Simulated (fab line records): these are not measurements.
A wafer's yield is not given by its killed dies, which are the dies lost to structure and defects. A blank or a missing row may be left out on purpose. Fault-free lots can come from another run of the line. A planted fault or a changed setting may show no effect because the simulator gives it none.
Which tool did it? -- flow sky130 -- 11 lots, 33 wafers sampled, at 4 steps of a route of 708

## WHAT THE GAUGES READ, wafer by wafer
SKY_LI_CONTACT_THK_MEAS_01. Usual: LI_CONTACT_HDPCVD_THK gives 929 nm (standard deviation 8.1).
lot,measured,on,LI_CONTACT_HDPCVD_THK (nm),flag
L614,day 26 21:40,filmMetro-01,916 932 928,
L617,day 27 19:12,filmMetro-01,914 922 920,
L620,day 28 07:58,filmMetro-02,932 915 924,
L621,day 28 15:06,filmMetro-02,936 939 933,
L622,day 28 23:07,filmMetro-02,929 1283 921,OFF
L623,day 29 00:39,filmMetro-01,918 1295 919,OFF
L629,day 38 09:19,filmMetro-02,944 942 933,
L627,day 38 13:25,filmMetro-02,930 937 932,
L628,day 38 15:17,filmMetro-02,931 920 912,
L630,day 38 15:49,filmMetro-04,935 931 934,
L631,day 38 17:02,filmMetro-01,945 937 942,

## WHAT TOOL EACH LOT RAN ON (gives the tool, then ch and the chambers of the sampled wafers, and finally the start)
lot,SKY_SD_N_STRIP_11,SKY_SD_N_RTA_14,SKY_LI_CONTACT_HDPCVD_00
L614,"plasmaAsher-03 ch 0,1, day 26 20:47","rtpAnneal-02 ch 0, day 26 21:01","hdpcvd-02 ch 0,1, day 26 21:34"
L617,"plasmaAsher-03 ch 0,1, day 27 18:19","rtpAnneal-02 ch 0, day 27 18:32","hdpcvd-02 ch 0,1, day 27 19:05"
L620,"plasmaAsher-03 ch 0,1, day 28 07:05","rtpAnneal-01 ch 0, day 28 07:18","hdpcvd-01 ch 1,2, day 28 07:51"
L621,"plasmaAsher-03 ch 0,1, day 28 14:08","rtpAnneal-02 ch 0, day 28 14:22","hdpcvd-01 ch 1,2, day 28 14:54"
L622,"plasmaAsher-01 ch 0,1, day 28 22:14","rtpAnneal-01 ch 0, day 28 22:27","hdpcvd-02 ch 0,1,2, day 28 23:00"
L623,"plasmaAsher-03 ch 0,1, day 28 23:47","rtpAnneal-02 ch 0, day 29 00:00","hdpcvd-02 ch 0,1,2, day 29 00:33"
L629,"plasmaAsher-03 ch 0,1, day 38 08:26","rtpAnneal-01 ch 0, day 38 08:40","hdpcvd-01 ch 0,2, day 38 09:13"
L627,"plasmaAsher-01 ch 0,1, day 38 12:32","rtpAnneal-02 ch 0, day 38 12:46","hdpcvd-01 ch 0,2, day 38 13:18"
L628,"plasmaAsher-01 ch 0,1, day 38 14:23","rtpAnneal-01 ch 0, day 38 14:37","hdpcvd-01 ch 0,2, day 38 15:10"
L630,"plasmaAsher-01 ch 0,1, day 38 14:56","rtpAnneal-02 ch 0, day 38 15:10","hdpcvd-01 ch 0,1,2, day 38 15:42"
L631,"plasmaAsher-03 ch 1, day 38 16:10","rtpAnneal-01 ch 0, day 38 16:23","hdpcvd-01 ch 0,2, day 38 16:55"
- SKY_SD_N_STRIP_11: strips in O2/N2.
- SKY_SD_N_RTA_14: time 2 s.
- SKY_LI_CONTACT_HDPCVD_00: deposits PSG, target thk 930 nm, time 155 s.

## AS READ BY THE TOOLS THEMSELVES (means over the sampled wafers that have a number; for cases with no such wafer, the mark the record gives instead)
SKY_SD_N_STRIP_11. Usual: drypumpMotorCurrentA 5.83 A, standard deviation 0.29; oesProductAu 0.527 a.u., standard deviation 0.0045; stripTimeToEndpointS 22.55 s, standard deviation 0.043.
lot,tool,drypumpMotorCurrentA (A),oesProductAu (a.u.),stripTimeToEndpointS (s),flag
L614,plasmaAsher-03,6.04,0.527,22.56,
L617,plasmaAsher-03,5.95,0.526,22.57,
L620,plasmaAsher-03,5.96,0.528,22.51,
L621,plasmaAsher-03,6.04,0.527,22.53,
L622,plasmaAsher-01,5.75,0.526,22.57,
L623,plasmaAsher-03,5.95,0.529,22.61,
L629,plasmaAsher-03,5.95,0.523,22.57,
L627,plasmaAsher-01,5.76,0.529,22.59,
L628,plasmaAsher-01,5.49,0.525,22.54,
L630,plasmaAsher-01,5.77,0.522,22.56,
L631,plasmaAsher-03,6.15,0.527,22.53,

SKY_SD_N_RTA_14. Usual: lampPowerPct 15.72 %, standard deviation 0.049; rampDownCPerS 90.001, standard deviation 0.017; wafer_temp_C_max 1078.1, standard deviation 1.2.
lot,tool,lampPowerPct (%),rampDownCPerS,wafer_temp_C_max,flag
L614,rtpAnneal-02,15.71,90.010,1077.7,
L617,rtpAnneal-02,15.67,89.976,1077.5,
L620,rtpAnneal-01,15.67,89.999,1078.5,
L621,rtpAnneal-02,15.73,90.014,1077.2,
L622,rtpAnneal-01,15.74,90.009,1076.7,
L623,rtpAnneal-02,15.75,90.014,1078.4,
L629,rtpAnneal-01,15.70,90.004,1077.6,
L627,rtpAnneal-02,15.71,90.009,1077.2,
L628,rtpAnneal-01,15.73,89.998,1077.5,
L630,rtpAnneal-02,15.67,90.000,1079.3,
L631,rtpAnneal-01,15.72,89.994,1078.5,

## THE ANSWER, worked out from the rows above alone
Rule: lot off if the mean of its wafers having a number is beyond 3 standard deviations from the usual mean. A lot without any number at a reading at which 4 lots or more have one is off too. All remaining lots with rows at the step are treated as sound. Order of review: gauges by route order, followed by the tools' own readings, for which a lot's mean as printed above is used. At the first step where some lot is off, the reading lying furthest off is the one used; lots without a number count as furthest.
Off: L622, L623, seen at SKY_LI_CONTACT_THK_MEAS_01 (LI_CONTACT_HDPCVD_THK).
If a tool, at a process step before that reading, ran all the lots that are off and no sound lot after the first of them, it fits. Gauges at SKY_LI_CONTACT_THK_MEAS_01: tried the same way as those tools. One fits: hdpcvd-02 at SKY_LI_CONTACT_HDPCVD_00. A fault onset in the window from L617 (day 27 19:05, its last sound lot) to L622 (day 28 23:00, its first lot off) fits.

## WHAT THE SIMULATOR PUT IN
hdpcvd-02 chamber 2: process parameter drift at SKY_LI_CONTACT_HDPCVD_00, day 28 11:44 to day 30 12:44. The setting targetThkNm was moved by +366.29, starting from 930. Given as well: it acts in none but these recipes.
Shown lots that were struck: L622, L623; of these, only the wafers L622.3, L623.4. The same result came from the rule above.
